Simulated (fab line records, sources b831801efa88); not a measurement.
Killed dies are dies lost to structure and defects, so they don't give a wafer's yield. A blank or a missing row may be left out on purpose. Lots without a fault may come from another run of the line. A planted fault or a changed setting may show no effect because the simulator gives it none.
One fault seen from 2 desks | flow gf180mcu | each desk has only its own numbers; what lay behind them comes last

THE TOOL OWNER'S DESK: rie_metal-01
The tool's own readings at GF_M5_METAL_ETCH_10 (etches the open film in Cl2/BCl3, stops on SiO2, target depth 627.5 nm, time 104.6 s): means of the sampled wafers that have a number, for each lot that ran on this tool. A lot is out of limits, marked OUT, if its mean lies more than 4 standard deviations from the usual mean; the brackets give that distance.
Columns: A = drypump_motor_current_A at GF_M5_METAL_ETCH_10, usual 5.6 A; B = oes_product_au at GF_M5_METAL_ETCH_10, usual 0.967 a.u.; C = rf_fwd_power_W at GF_M5_METAL_ETCH_10, usual 795 W; D = throttle_valve_pct at GF_M5_METAL_ETCH_10, usual 28.254 %
lot  | first seen here | A   | B     | C             | D
L720 | day 25 23:26    | 5.8 | 0.953 | 797           | 28.270
L732 | day 30 07:09    | 6.0 | 0.964 | 799           | 28.255
L735 | day 31 08:49    | 5.7 | 0.976 | 839 (+13) OUT | 28.256
L736 | day 31 11:15    | 6.0 | 0.979 | 929 (+41) OUT | 28.240
L738 | day 31 16:47    | 5.7 | 0.972 | 838 (+13) OUT | 28.250
This desk's finding: out of limits on L735, L736, L738; first on L735, day 31 08:49 (rf_fwd_power_W at GF_M5_METAL_ETCH_10). In limits: L720, L732.

THE METROLOGY DESK
What the gauges read, lot by lot, whatever tool the lot ran on: means of the sampled wafers that have a number. A lot is out of limits, marked OUT, if its mean lies more than 4 standard deviations from the usual mean; the brackets give that distance.
Columns: A = MIM_CVD_05_THK at GF_MIM_THK_MEAS_06, usual 42.1 nm
lot  | first seen here | A
L720 | day 24 03:15    | 42.8
L721 | day 24 16:35    | 41.8
L722 | day 25 07:38    | 42.4
L726 | day 26 16:35    | 42.3
L732 | day 28 20:41    | 42.1
L735 | day 29 19:30    | 41.2
L736 | day 29 23:53    | 41.9
L738 | day 30 04:34    | 42.5
L739 | day 30 13:58    | 41.8
L741 | day 31 03:50    | 43.0
L743 | day 31 16:52    | 42.2
This desk's finding: nothing out of limits on any of the 11 lots.

PUT TOGETHER
The tool owner's desk could have raised an alarm at day 31 08:49, on L735, L736, L738.
The metrology desk saw nothing out of limits.
The metrology desk has L735, L736, L738 on record, within its limits.
Of the lots named, all ran GF_M5_METAL_ETCH_10 on rie_metal-01.

WHAT THE SIMULATOR HAD PUT IN
Process parameter drift: rie_metal-01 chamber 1, from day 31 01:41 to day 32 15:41, at GF_M5_METAL_ETCH_10. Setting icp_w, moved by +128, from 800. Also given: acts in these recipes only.
Lots struck among those shown: L735, L736, L738.
Hours from the fault's start to each desk's first reading out of limits: the tool owner's desk, 7.
